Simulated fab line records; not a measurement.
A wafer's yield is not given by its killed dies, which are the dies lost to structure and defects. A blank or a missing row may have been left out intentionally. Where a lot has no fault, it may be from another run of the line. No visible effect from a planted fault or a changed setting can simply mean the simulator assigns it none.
fab line records	flow sfqLine
record lots=14	wafers=40	lastDay=86
route steps=325 shown JJ@192 R5@215 M7@291
lots with no fault: from the same line, run without faults
startH: the number of hours between the record's first day and the start of the first shown wafer of the lot	waitH: how many hours have passed since the lot's step before this one	" unchanged from the row above	L1.1+2: one row covering several wafers at once	- no value, or no start given	* or withheld: withheld	< > ~ a bound
route shown NAME@n: a module of which the file shows steps, and the number in the route of the first	usual: mean and standard deviation over wafers with no fault	same: alike in all rows	chamber/n: place in a boat	sites: readings site by site	_std_site: how widely they spread, as a standard deviation	_edge_site: the outer-site mean with the inner-site mean subtracted	radiusMm: how far each site lies from the wafer's centre	mask NAME#n: copy n	behind: the most recent tool/chamber to have shaped the wafer	hold: the reason the lot was held/the length of the hold in hours/how it ended	device: names the non-switching transistor (n, p or np)	end of line: the same wafers' tests at the end of the route	step lacking rows: just its recipe	killed: dies lost to structure and defects at the first sort, not the wafer's yield	map: a wafer's dies, marking killed ones x, the rest . and places with no die _
set.NAME: the setting as run; set.NAME@STEP: as run at that earlier step	model.NAME: the simulator's own value behind a step, which no gauge read
a sample of lots followed through the steps of the route, with each step as a table and each wafer as a row
services: when a tool's chamber went out of use (startH, in hours from the record's first day, below 0 if earlier), for how many hours, and the reason
## steps
# step SFQ_TRILAYER_JJ_CE_METRO_MEASURE_117
# usual cdNm=700.1/1.3
lot.wafer	tool	chamber	startH	waitH	cdNm
L126.1	cdSem-02	-	1116.64	0.0	698.6
L126.2	"	-	"	"	699.7
L126.3	"	-	"	"	699.5
L127.2	cdSem-01	-	1122.60	0.2	701.1
L127.4	"	-	"	"	700.2
L127.6	"	-	"	"	700.8
L128.1	cdSem-02	-	1123.71	0.0	701.2
L128.2	"	-	"	"	700.5
L128.4	"	-	"	"	701.7
L129.1	cdSem-01	-	1239.76	0.0	698.2
L129.3	"	-	"	"	698.7
L129.6	"	-	"	"	698.3
L130.1	cdSem-02	-	1240.96	0.0	697.8
L130.2	"	-	"	"	698.7
L130.5	"	-	"	"	698.9
L131.1	cdSem-01	-	1246.96	0.0	701.8
L131.3	"	-	"	"	701.3
L131.4	"	-	"	"	701.3
L132.1	cdSem-02	-	1252.96	0.0	699.5
L132.3	"	-	"	"	700.4
L132.5	"	-	"	"	701.2
L133.1	cdSem-01	-	1254.16	0.0	698.2
L133.4	"	-	"	"	698.9
L133.6	"	-	"	"	698.9
L139.3	cdSem-02	-	1313.26	0.4	700.0
L139.5	"	-	"	"	699.7
L141.1	cdSem-02	-	1320.06	0.0	702.1
L141.6	"	-	1321.06	1.0	700.8
L142.2	cdSem-02	-	1322.66	0.2	700.0
L142.3	"	-	"	"	700.5
L142.5	"	-	"	"	699.2
L144.1	cdSem-02	-	1327.26	0.0	699.8
L144.2	"	-	"	"	698.9
L144.3	"	-	"	"	698.1
L148.2	cdSem-02	-	1351.26	0.2	701.7
L148.4	"	-	"	"	702.0
L148.5	"	-	"	"	700.8
L149.2	cdSem-01	-	1505.41	0.2	700.3
L149.3	"	-	"	"	699.5
L149.6	"	-	"	"	698.3
# step SFQ_R5_RS_MEAS_933
# recipe thkMeasGauge=four-point-probe	reads=Ti_of_TRILAYER_R5_DEP_SPUTTER_134+MoNx_of_TRILAYER_R5_DEP_SPUTTER_133+Ti_of_TRILAYER_R5_DEP_SPUTTER_132
# usual R5_MONX_RS=7.05/0.082
lot.wafer	tool	chamber	startH	waitH	R5_MONX_RS[ohm/sq]
L126.1	filmMetro-02	-	1244.66	0.0	7.10
L126.2	"	-	"	"	7.14
L126.3	"	-	"	"	7.15
L127.2	filmMetro-03	-	1250.68	0.0	7.04
L127.4	"	-	"	"	7.11
L127.6	"	-	"	"	7.09
L128.1	filmMetro-01	-	1256.28	0.0	6.94
L128.2	"	-	"	"	7.07
L128.4	"	-	"	"	6.96
L129.1	filmMetro-02	-	1262.66	0.0	7.24
L129.3	"	-	"	"	7.19
L129.6	"	-	"	"	7.05
L130.1	filmMetro-01	-	1263.28	0.0	6.96
L130.2	"	-	"	"	7.19
L130.5	"	-	"	"	6.99
L131.1	filmMetro-02	-	1272.28	0.0	7.10
L131.3	"	-	"	"	7.05
L131.4	"	-	"	"	7.19
L132.1	filmMetro-02	-	1278.28	0.0	6.98
L132.3	"	-	"	"	6.99
L132.5	"	-	"	"	6.98
L133.1	filmMetro-02	-	1283.66	0.0	6.86
L133.4	"	-	"	"	6.85
L133.6	"	-	"	"	6.88
L139.3	filmMetro-03	-	1461.39	0.0	7.06
L139.5	"	-	"	"	7.03
L141.1	filmMetro-01	-	1468.44	0.0	7.14
L141.6	"	-	"	"	7.12
L142.2	filmMetro-02	-	1470.37	0.0	7.04
L142.3	"	-	"	"	6.95
L142.5	"	-	"	"	7.06
L144.1	filmMetro-02	-	1476.35	0.0	7.14
L144.2	"	-	"	"	7.03
L144.3	"	-	"	"	7.13
L148.2	filmMetro-01	-	1491.37	0.0	7.07
L148.4	"	-	"	"	7.00
L148.5	"	-	"	"	7.04
L149.2	filmMetro-02	-	1524.34	0.0	7.06
L149.3	"	-	"	"	7.10
L149.6	"	-	"	"	7.02
# step SFQ_TRILAYER_R5_BARC_OPEN_METAL_ETCH_177
# recipe maskMaterial=PR	chemistry=O2	targetDepthNm=125	target=BARC	icpW=600	biasW=80	pressureMtorr=10	timeS=41.7
# usual drypumpMotorCurrentA=6.1/0.45	oesProductAu=0.685/0.0046	runLengthS=70.1/0.32
lot.wafer	tool	chamber	startH	waitH	drypumpMotorCurrentA	oesProductAu	rfHoursCounterH	runLengthS
L126.1	rieMetal-02	0	1368.24	0.0	5.4	0.680	76	70.4
L126.2	"	1	"	"	6.2	0.686	99	70.2
L126.3	"	0	"	"	5.4	0.690	-	69.8
L127.2	rieMetal-02	0	1374.24	0.0	5.4	0.688	77	69.9
L127.4	"	0	"	"	5.4	0.689	-	70.0
L127.6	"	1	"	"	6.2	0.688	-	71.0
L128.1	rieMetal-01	1	1379.96	0.0	5.3	0.687	22	70.3
L128.2	"	0	"	"	5.6	0.675	6	70.1
L128.4	"	0	"	"	5.6	0.680	-	70.4
L129.1	rieMetal-02	1	1383.56	0.0	6.2	0.687	101	70.4
L129.3	"	0	"	"	5.4	0.685	-	70.1
L129.6	"	1	"	"	6.2	0.686	-	70.6
L130.1	rieMetal-01	1	1384.76	0.0	5.3	0.685	23	70.2
L130.2	"	0	"	"	5.6	0.684	7	70.4
L130.5	"	0	"	"	5.6	0.686	-	70.2
L131.1	rieMetal-01	0	1393.16	0.0	5.5	0.688	9	70.0
L131.3	"	0	"	"	5.5	0.692	-	70.3
L131.4	"	0	"	"	5.5	0.691	-	70.7
L132.1	rieMetal-03	1	1394.81	0.0	6.6	0.680	116	69.5
L132.3	"	0	"	"	6.2	0.691	-	70.3
L132.5	"	0	"	"	6.2	0.682	-	70.0
L133.1	rieMetal-03	0	1397.21	0.0	6.2	0.688	28	70.1
L133.4	"	1	"	"	6.6	0.681	-	70.0
L133.6	"	1	"	"	6.6	0.683	-	69.8
L139.3	rieMetal-03	0	1463.96	0.0	6.2	0.688	-	70.1
L139.5	"	0	"	"	6.2	0.635	-	76.2
L141.1	rieMetal-03	0	1471.01	0.0	6.2	0.645	38	76.5
L141.6	"	0	"	"	6.2	0.674	-	70.0
L142.2	rieMetal-02	0	1472.81	0.0	5.4	0.682	91	70.0
L142.3	"	0	"	"	5.4	0.679	-	70.0
L142.5	"	1	"	"	6.2	0.681	-	70.4
L144.1	rieMetal-02	1	1482.06	0.0	6.2	0.684	115	70.4
L144.2	"	0	"	"	5.5	0.681	92	70.1
L144.3	"	1	"	"	6.2	0.685	-	70.3
L148.2	rieMetal-02	1	1496.46	0.0	6.2	0.690	118	70.3
L148.4	"	1	"	"	6.2	0.687	-	70.5
L148.5	"	1	"	"	6.2	0.693	-	70.4
L149.2	rieMetal-01	0	1527.46	0.0	5.6	0.687	33	70.2
L149.3	"	1	"	"	5.3	0.682	-	70.5
L149.6	"	1	"	"	5.3	0.678	-	70.2
# step SFQ_M7_OVL_MEAS_945
# usual M7_OVL=-4/5
lot.wafer	tool	chamber	startH	waitH	M7_OVL[nm]
L126.1	overlay-02	-	1638.96	0.1	-2
L126.2	"	-	"	"	-4
L126.3	"	-	"	"	-8
L127.2	overlay-01	-	1641.75	0.1	-8
L127.4	"	-	"	"	-8
L127.6	"	-	"	"	-10
L128.1	overlay-02	-	1648.34	0.1	-6
L128.2	"	-	"	"	-1
L128.4	"	-	"	"	-3
L129.1	overlay-01	-	1655.94	0.1	0
L129.3	"	-	"	"	0
L129.6	"	-	"	"	-5
L130.1	overlay-01	-	1657.42	0.1	-5
L130.2	"	-	"	"	-5
L130.5	"	-	"	"	-6
L131.1	overlay-02	-	1822.90	0.1	-2
L131.3	"	-	"	"	-1
L131.4	"	-	"	"	3
L132.1	overlay-02	-	1826.50	0.1	0
L132.3	"	-	"	"	1
L132.5	"	-	"	"	0
L133.1	overlay-02	-	1830.10	0.1	-4
L133.4	"	-	"	"	-4
L133.6	"	-	"	"	-1
L139.3	overlay-02	-	1854.11	0.1	-4
L139.5	"	-	"	"	-4
L141.1	overlay-02	-	1856.50	0.1	-6
L141.6	"	-	"	"	-12
L142.2	overlay-01	-	1857.70	0.1	-8
L142.3	"	-	"	"	-5
L142.5	"	-	"	"	-12
L144.1	overlay-01	-	1861.30	0.1	3
L144.2	"	-	"	"	2
L144.3	"	-	"	"	2
L148.2	overlay-01	-	1868.50	0.1	-3
L148.4	"	-	"	"	-5
L148.5	"	-	"	"	-8
L149.2	overlay-01	-	1869.70	0.1	-8
L149.3	"	-	"	"	-7
L149.6	"	-	"	"	-7
## services
tool	chamber	startH	hours	kind
rieMetal-02	0	1119.61	12.4	repair
cdSem-01	-	1146.80	0.9	pm
cdSem-02	-	1210.28	0.8	pm
cdSem-01	-	1211.71	0.5	pm
rieMetal-03	-	1213.56	0.3	repair
rieMetal-02	-	1220.02	2.8	pm
cdSem-01	-	1249.37	0.5	pm
cdSem-02	-	1250.46	1.4	pm
cdSem-02	-	1261.38	0.9	pm
cdSem-02	-	1273.36	0.7	pm
cdSem-01	-	1274.17	0.6	pm
cdSem-01	-	1297.64	83.6	pm
cdSem-02	-	1381.28	3.2	pm
cdSem-01	-	1384.50	0.8	pm
rieMetal-01	1	1386.96	23.0	repair
cdSem-02	-	1394.28	0.9	pm
cdSem-01	-	1395.71	0.5	pm
cdSem-02	-	1445.38	0.4	pm
cdSem-02	-	1457.10	1.6	pm
cdSem-01	-	1458.69	1.0	pm
rieMetal-01	-	1466.96	1.0	repair
cdSem-01	-	1514.80	3.1	pm
cdSem-01	-	1519.37	2.9	pm
cdSem-02	-	1522.31	1.6	pm
## key
firstSign step=SFQ_TRILAYER_R5_BARC_OPEN_METAL_ETCH_177	reading=runLengthS	direction=up	sigmas=20	usual=*	struck=*
effect step=SFQ_TRILAYER_R5_BARC_OPEN_METAL_ETCH_177	reading=oesProductAu	direction=down	sigmas=9.8	usual=0.685	struck=0.640
metAt SFQ_TRILAYER_R5_BARC_OPEN_METAL_ETCH_177
struckLots L139,L141
struckWafers L139.5,L141.1
notActingAt SFQ_TRILAYER_JJ_CE_METRO_MEASURE_117,SFQ_R5_RS_MEAS_933,SFQ_M7_OVL_MEAS_945
onsetBetween 1397.21 1463.96
fault kind=processParameterDrift	tool=rieMetal-03	chamber=-	onsetH=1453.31	steps=SFQ_TRILAYER_R5_BARC_OPEN_METAL_ETCH_177	channel=timeS	offset=*	shape=step	endH=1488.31	scope=struckWafersOnly	actsIn=*	stated=*
